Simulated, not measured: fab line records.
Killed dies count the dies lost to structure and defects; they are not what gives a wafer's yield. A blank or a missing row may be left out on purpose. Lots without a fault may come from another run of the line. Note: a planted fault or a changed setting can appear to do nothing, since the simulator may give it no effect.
Which tool was responsible? :: flow gf180mcu :: Sampling: 14 lots, 41 wafers, 4 of 602 route steps

== WHAT THE GAUGES READ, wafer by wafer ==
GF_CONTACT_THK_MEAS_26: measures by xrf.
lot: L530
measured: day 16 17:16
on: film_metro-02
CONTACT_W_THK (nm): 302 302 301

lot: L532
measured: day 17 00:56
on: film_metro-03
CONTACT_W_THK (nm): 302 303 301

lot: L533
measured: day 17 09:25
on: film_metro-01
CONTACT_W_THK (nm): 296 293 296

lot: L534
measured: day 17 10:59
on: film_metro-03
CONTACT_W_THK (nm): 296 298 299

lot: L535
measured: day 17 22:41
on: film_metro-02
CONTACT_W_THK (nm): 294 291 300

lot: L538
measured: day 18 22:39
on: film_metro-03
CONTACT_W_THK (nm): 294 296 295

lot: L539
measured: day 19 07:18
on: film_metro-01
CONTACT_W_THK (nm): 294 293 297

lot: L541
measured: day 20 00:46
on: film_metro-01
CONTACT_W_THK (nm): 296 295

lot: L547
measured: day 23 00:36
on: film_metro-01
CONTACT_W_THK (nm): 292 300 291

lot: L548
measured: day 23 11:05
on: film_metro-02
CONTACT_W_THK (nm): 294 290 291

lot: L549
measured: day 23 11:26
on: film_metro-01
CONTACT_W_THK (nm): 297 292 294

lot: L551
measured: day 23 23:38
on: film_metro-03
CONTACT_W_THK (nm): 302 300 298

lot: L552
measured: day 24 13:02
on: film_metro-01
CONTACT_W_THK (nm): 297 300 293

lot: L553
measured: day 24 18:50
on: film_metro-02
CONTACT_W_THK (nm): 299 293 292

GF_V1_CD_MEAS_14: the cd target is 260 nm.
lot: L530
measured: day 18 16:23
on: cd_sem-01
cd_nm (nm): 258.8 259.0 257.4

lot: L532
measured: day 19 00:29
on: cd_sem-02
cd_nm (nm): 260.3 259.9 259.4

lot: L533
measured: day 19 08:41
on: cd_sem-02
cd_nm (nm): 260.8 258.6 258.4

lot: L534
measured: day 19 11:35
on: cd_sem-02
cd_nm (nm): 259.3 259.0 258.1

lot: L535
measured: day 19 23:18
on: cd_sem-02
cd_nm (nm): 260.2 259.8 259.0

lot: L538
measured: day 21 00:52
on: cd_sem-02
cd_nm (nm): 259.8 260.6 260.8

lot: L539
measured: day 21 08:52
on: cd_sem-02
cd_nm (nm): 260.7 261.8 261.4

lot: L541
measured: day 22 02:28
on: cd_sem-02
cd_nm (nm): 261.0 259.4

lot: L547
measured: day 24 23:22
on: cd_sem-02
cd_nm (nm): 261.4 262.1 262.3

lot: L548
measured: day 25 09:03
on: cd_sem-02
cd_nm (nm): 259.7 259.9 260.4

lot: L549
measured: day 25 09:24
on: cd_sem-01
cd_nm (nm): 259.8 257.9 258.4

lot: L551
measured: day 25 20:28
on: cd_sem-02
cd_nm (nm): 257.9 258.5 260.2

lot: L552
measured: day 26 08:59
on: cd_sem-01
cd_nm (nm): 257.8 259.3 259.8

lot: L553
measured: day 26 15:51
on: cd_sem-01
cd_nm (nm): 259.6 260.1 259.8

== WHICH TOOL RAN EACH LOT (tool, then ch and the chambers of the sampled wafers, then the start) ==
lot: L530
GF_CONTACT_CMP_04: cmp-01 ch 1,2, day 15 18:35
GF_CONTACT_CVD_24: cvd_w-02 ch 0,1, day 16 17:02

lot: L532
GF_CONTACT_CMP_04: cmp-01 ch 0,1,2, day 16 01:24
GF_CONTACT_CVD_24: cvd_w-02 ch 0,1, day 17 00:43

lot: L533
GF_CONTACT_CMP_04: cmp-02 ch 0,1,2, day 16 10:09
GF_CONTACT_CVD_24: cvd_w-01 ch 0,1, day 17 09:11

lot: L534
GF_CONTACT_CMP_04: cmp-01 ch 0,2,3, day 16 10:42
GF_CONTACT_CVD_24: cvd_w-01 ch 0,1, day 17 10:46

lot: L535
GF_CONTACT_CMP_04: cmp-02 ch 2,3, day 16 22:40
GF_CONTACT_CVD_24: cvd_w-01 ch 0,1, day 17 22:27

lot: L538
GF_CONTACT_CMP_04: cmp-02 ch 0,1,3, day 17 22:14
GF_CONTACT_CVD_24: cvd_w-01 ch 0,1, day 18 22:26

lot: L539
GF_CONTACT_CMP_04: cmp-02 ch 1,2, day 18 06:30
GF_CONTACT_CVD_24: cvd_w-01 ch 0,1, day 19 07:04

lot: L541
GF_CONTACT_CMP_04: cmp-02 ch 0,2, day 18 23:37
GF_CONTACT_CVD_24: cvd_w-01 ch 0,1, day 20 00:34

lot: L547
GF_CONTACT_CMP_04: cmp-02 ch 0,1,2, day 22 00:26
GF_CONTACT_CVD_24: cvd_w-02 ch 0,1, day 23 00:24

lot: L548
GF_CONTACT_CMP_04: cmp-02 ch 0,1,3, day 22 11:16
GF_CONTACT_CVD_24: cvd_w-01 ch 0,1, day 23 10:52

lot: L549
GF_CONTACT_CMP_04: cmp-02 ch 0,2,3, day 22 11:30
GF_CONTACT_CVD_24: cvd_w-02 ch 0,1, day 23 11:13

lot: L551
GF_CONTACT_CMP_04: cmp-01 ch 0,1,3, day 23 00:05
GF_CONTACT_CVD_24: cvd_w-01 ch 0,1, day 23 23:24

lot: L552
GF_CONTACT_CMP_04: cmp-02 ch 0,2,3, day 23 13:53
GF_CONTACT_CVD_24: cvd_w-01 ch 0,1, day 24 12:49

lot: L553
GF_CONTACT_CMP_04: cmp-02 ch 1,2,3, day 23 19:51
GF_CONTACT_CVD_24: cvd_w-01 ch 0,1, day 24 18:37
- GF_CONTACT_CMP_04: polishes SiO2.
- GF_CONTACT_CVD_24: deposits W, target thk 300 nm, time 90.339 s.

== AS READ BY THE TOOLS THEMSELVES (means over the sampled wafers that have a number; for cases with no such wafer, the mark the record gives instead) ==
GF_CONTACT_CMP_04.
lot: L530
tool: cmp-01
motor_current_A (A): 11.0
retaining_ring_pressure_frac: 1.001
time_to_endpoint_s (s): 114

lot: L532
tool: cmp-01
motor_current_A (A): 11.3
retaining_ring_pressure_frac: 0.998
time_to_endpoint_s (s): 113

lot: L533
tool: cmp-02
motor_current_A (A): 11.8
retaining_ring_pressure_frac: 0.994
time_to_endpoint_s (s): 112

lot: L534
tool: cmp-01
motor_current_A (A): 11.1
retaining_ring_pressure_frac: 1.002
time_to_endpoint_s (s): 108

lot: L535
tool: cmp-02
motor_current_A (A): 11.6
retaining_ring_pressure_frac: 1.002
time_to_endpoint_s (s): 112

lot: L538
tool: cmp-02
motor_current_A (A): 11.7
retaining_ring_pressure_frac: 1.000
time_to_endpoint_s (s): 96

lot: L539
tool: cmp-02
motor_current_A (A): 11.6
retaining_ring_pressure_frac: 0.996
time_to_endpoint_s (s): 97

lot: L541
tool: cmp-02
motor_current_A (A): 10.8
retaining_ring_pressure_frac: 0.999
time_to_endpoint_s (s): 108

lot: L547
tool: cmp-02
motor_current_A (A): 11.8
retaining_ring_pressure_frac: 1.002
time_to_endpoint_s (s): 114

lot: L548
tool: cmp-02
motor_current_A (A): 11.7
retaining_ring_pressure_frac: 0.994
time_to_endpoint_s (s): 102

lot: L549
tool: cmp-02
motor_current_A (A): 11.3
retaining_ring_pressure_frac: 0.997
time_to_endpoint_s (s): 106

lot: L551
tool: cmp-01
motor_current_A (A): 11.5
retaining_ring_pressure_frac: 1.005
time_to_endpoint_s (s): 109

lot: L552
tool: cmp-02
motor_current_A (A): 11.5
retaining_ring_pressure_frac: 1.006
time_to_endpoint_s (s): 100

lot: L553
tool: cmp-02
motor_current_A (A): 11.4
retaining_ring_pressure_frac: 0.999
time_to_endpoint_s (s): 99

GF_CONTACT_CVD_24.
lot: L530
tool: cvd_w-02
heater_power_w (W): 884

lot: L532
tool: cvd_w-02
heater_power_w (W): 887

lot: L533
tool: cvd_w-01
heater_power_w (W): 880

lot: L534
tool: cvd_w-01
heater_power_w (W): 856

lot: L535
tool: cvd_w-01
heater_power_w (W): 840

lot: L538
tool: cvd_w-01
heater_power_w (W): 880

lot: L539
tool: cvd_w-01
heater_power_w (W): 848

lot: L541
tool: cvd_w-01
heater_power_w (W): 864

lot: L547
tool: cvd_w-02
heater_power_w (W): 854

lot: L548
tool: cvd_w-01
heater_power_w (W): 876

lot: L549
tool: cvd_w-02
heater_power_w (W): 854

lot: L551
tool: cvd_w-01
heater_power_w (W): 884

lot: L552
tool: cvd_w-01
heater_power_w (W): 862

lot: L553
tool: cvd_w-01
heater_power_w (W): 882

== THE ANSWER, worked out from the rows above alone ==
Rule: usual is defined by the lots themselves. Put in order of their means at a reading, lots are off if they are a third of the lots or fewer, leave a main group of 4 or more, and stand apart from it by a gap of 3 or more times the standard deviation of the main group's means; of several such gaps the widest counts. Not used: any main group whose means are identical at the precision the tables above print for the reading. Also off: a lot with no number at a reading for which 4 or more lots have one. All remaining lots with rows at the step are treated as sound. First the gauges in route order, then the tools' own readings, where a lot's mean is used as printed above. At the first step where some lot is off, the reading lying furthest off is the one used; lots without a number count as furthest.
Across all readings shown, no lot is off: no conclusion can be drawn from this.

== WHAT THE SIMULATOR HAD PUT IN ==
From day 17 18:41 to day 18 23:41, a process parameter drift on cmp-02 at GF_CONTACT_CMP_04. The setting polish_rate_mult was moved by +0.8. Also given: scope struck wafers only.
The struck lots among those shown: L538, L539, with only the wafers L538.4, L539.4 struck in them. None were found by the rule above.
